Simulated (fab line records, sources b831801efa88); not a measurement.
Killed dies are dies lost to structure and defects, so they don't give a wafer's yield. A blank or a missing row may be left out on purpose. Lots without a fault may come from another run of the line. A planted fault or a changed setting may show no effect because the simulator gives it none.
Which tool did it? | flow sky130 | 12 lots, 36 wafers sampled, at 5 steps of a route of 708

WHAT THE GAUGES READ, wafer by wafer
SKY_METAL2_OVL_MEAS_16. Usual: METAL2_OVL -6 nm, standard deviation 5.1.
lot  | measured     | on         | METAL2_OVL (nm) | flag
L211 | day 34 23:40 | overlay-02 | -10 -2 -1       |
L212 | day 35 05:04 | overlay-02 | -8 -8 -5        |
L213 | day 35 06:35 | overlay-02 | -6 -9 -3        |
L214 | day 35 13:34 | overlay-02 | -11 -2 2        |
L215 | day 36 04:14 | overlay-02 | 0 2 -2          |
L222 | day 38 19:02 | overlay-02 | -5 1 -3         |
L223 | day 40 15:16 | overlay-01 | -5 -5 -7        |
L225 | day 40 20:52 | overlay-02 | -13 -11 -3      |
L226 | day 41 00:23 | overlay-02 | -9 -10 -16      |
L230 | day 41 07:41 | overlay-01 | -9 -8 -12       |
L231 | day 41 12:52 | overlay-02 | -7 -10 -12      |
L234 | day 42 04:47 | overlay-01 | -4 -10 -5       |

SKY_VIA2_RS_MEAS_22: measures by four-point-probe. Usual: VIA2_W_RS 0.271 ohm/sq, standard deviation 0.004.
lot  | measured     | on            | VIA2_W_RS (ohm/sq) | flag
L211 | day 36 05:27 | film_metro-04 | 0.274 0.263 0.265  |
L212 | day 36 09:28 | film_metro-03 | 0.265 0.275 0.263  |
L213 | day 36 10:31 | film_metro-02 | 0.271 0.274 0.273  |
L214 | day 36 18:02 | film_metro-02 | 0.271 0.271 0.272  |
L215 | day 37 08:05 | film_metro-02 | 0.263 0.274 0.266  |
L222 | day 39 22:37 | film_metro-04 | 0.277 0.273 0.261  |
L223 | day 41 17:24 | film_metro-02 | 0.276 0.265 0.265  |
L225 | day 41 23:39 | film_metro-02 | 0.276 0.274 0.274  |
L226 | day 42 02:15 | film_metro-02 | 0.270 0.271 0.267  |
L230 | day 42 09:32 | film_metro-03 | 0.273 0.271 0.271  |
L231 | day 42 14:31 | film_metro-04 | 0.273 0.276 0.272  |
L234 | day 43 06:06 | film_metro-04 | 0.277 0.278 0.276  |

SKY_CAPM_THK_MEAS_01. Usual: CAPM_CVD_00_THK 15.61 nm, standard deviation 0.21.
lot  | measured     | on            | CAPM_CVD_00_THK (nm) | flag
L211 | day 36 06:09 | film_metro-04 | 15.21 15.69 15.48    |
L212 | day 36 10:05 | film_metro-01 | 15.34 15.54 15.62    |
L213 | day 36 11:08 | film_metro-02 | 15.46 15.76 15.28    |
L214 | day 36 18:41 | film_metro-02 | 19.46 19.61 20.29    | OFF
L215 | day 37 08:42 | film_metro-01 | 19.96 20.01 20.01    | OFF
L222 | day 39 23:16 | film_metro-01 | 15.48 15.60 15.73    |
L223 | day 41 18:03 | film_metro-02 | 15.43 15.68 15.78    |
L225 | day 42 00:19 | film_metro-02 | 15.17 15.43 15.85    |
L226 | day 42 02:54 | film_metro-02 | 15.86 15.86 15.75    |
L230 | day 42 10:11 | film_metro-01 | 15.53 15.81 15.92    |
L231 | day 42 15:10 | film_metro-01 | 15.45 15.44 15.70    |
L234 | day 43 06:44 | film_metro-02 | 15.78 16.04 15.89    |

WHICH TOOL RAN EACH LOT (tool, then ch and the chambers of the sampled wafers, then the start)
lot  | SKY_METAL2_SPUTTER_04        | SKY_CAPM_CVD_00
L211 | pvd_sputter-01, day 33 20:02 | pecvd-03 ch 2, day 36 06:05
L212 | pvd_sputter-01, day 34 01:00 | pecvd-01 ch 0,1, day 36 10:03
L213 | pvd_sputter-02, day 34 03:08 | pecvd-03 ch 0,1,2, day 36 11:06
L214 | pvd_sputter-03, day 34 10:38 | pecvd-03 ch 0,1, day 36 18:40
L215 | pvd_sputter-03, day 35 01:20 | pecvd-03 ch 0,1,2, day 37 08:40
L222 | pvd_sputter-02, day 37 17:05 | pecvd-01 ch 0,2, day 39 23:14
L223 | pvd_sputter-02, day 39 15:11 | pecvd-03 ch 1,2, day 41 18:02
L225 | pvd_sputter-03, day 39 20:20 | pecvd-01 ch 1,2, day 42 00:17
L226 | pvd_sputter-01, day 40 00:06 | pecvd-03 ch 0,1,2, day 42 02:52
L230 | pvd_sputter-02, day 40 07:26 | pecvd-03 ch 0,1, day 42 10:10
L231 | pvd_sputter-02, day 40 12:18 | pecvd-01 ch 0,1, day 42 15:07
L234 | pvd_sputter-01, day 41 04:41 | pecvd-03 ch 0,2, day 43 06:41
- SKY_METAL2_SPUTTER_04: material TiN, target thk 70 nm, time 58.3 s.
- SKY_CAPM_CVD_00: deposits SiO2, target thk 15.5 nm.

WHAT THE TOOLS THEMSELVES READ (means of the sampled wafers that have a number; where no wafer has one, the mark that the record gives instead)
SKY_METAL2_SPUTTER_04. Usual: throttle_valve_pct 29.4 %, standard deviation 1.1.
lot  | tool           | throttle_valve_pct (%) | flag
L211 | pvd_sputter-01 | 28.9                   |
L212 | pvd_sputter-01 | 29.2                   |
L213 | pvd_sputter-02 | 30.2                   |
L214 | pvd_sputter-03 | 29.3                   |
L215 | pvd_sputter-03 | 29.9                   |
L222 | pvd_sputter-02 | 30.5                   |
L223 | pvd_sputter-02 | 30.0                   |
L225 | pvd_sputter-03 | 30.0                   |
L226 | pvd_sputter-01 | 29.4                   |
L230 | pvd_sputter-02 | 30.3                   |
L231 | pvd_sputter-02 | 29.7                   |
L234 | pvd_sputter-01 | 29.3                   |

SKY_CAPM_CVD_00. Usual: heater_power_w 678 W, standard deviation 58.
lot  | tool     | heater_power_w (W) | flag
L211 | pecvd-03 | 773                |
L212 | pecvd-01 | 646                |
L213 | pecvd-03 | 647                |
L214 | pecvd-03 | 700                |
L215 | pecvd-03 | 723                |
L222 | pecvd-01 | 687                |
L223 | pecvd-03 | 746                |
L225 | pecvd-01 | 715                |
L226 | pecvd-03 | 696                |
L230 | pecvd-03 | 697                |
L231 | pecvd-01 | 745                |
L234 | pecvd-03 | 650                |

THE ANSWER, worked out from the rows above alone
Rule: a lot is off if the mean of its wafers that have a number lies more than 3 standard deviations from the usual mean. A lot without any number at a reading at which 4 lots or more have one is off too. The other lots that the step has rows for count as sound. The gauges are gone through in route order, then the tools' own readings, and for those a lot's mean is taken as printed above. The first step at which some lot is off is used, and at that step the reading that is off furthest; a lot without a number counts as furthest.
Off: L214, L215, at SKY_CAPM_THK_MEAS_01 (CAPM_CVD_00_THK).
A tool fits if, at a process step before that reading, it ran every lot that is off, and no sound lot after the first of them. The gauges at SKY_CAPM_THK_MEAS_01 are tried like those tools. None of those tried fits.

WHAT THE SIMULATOR HAD PUT IN
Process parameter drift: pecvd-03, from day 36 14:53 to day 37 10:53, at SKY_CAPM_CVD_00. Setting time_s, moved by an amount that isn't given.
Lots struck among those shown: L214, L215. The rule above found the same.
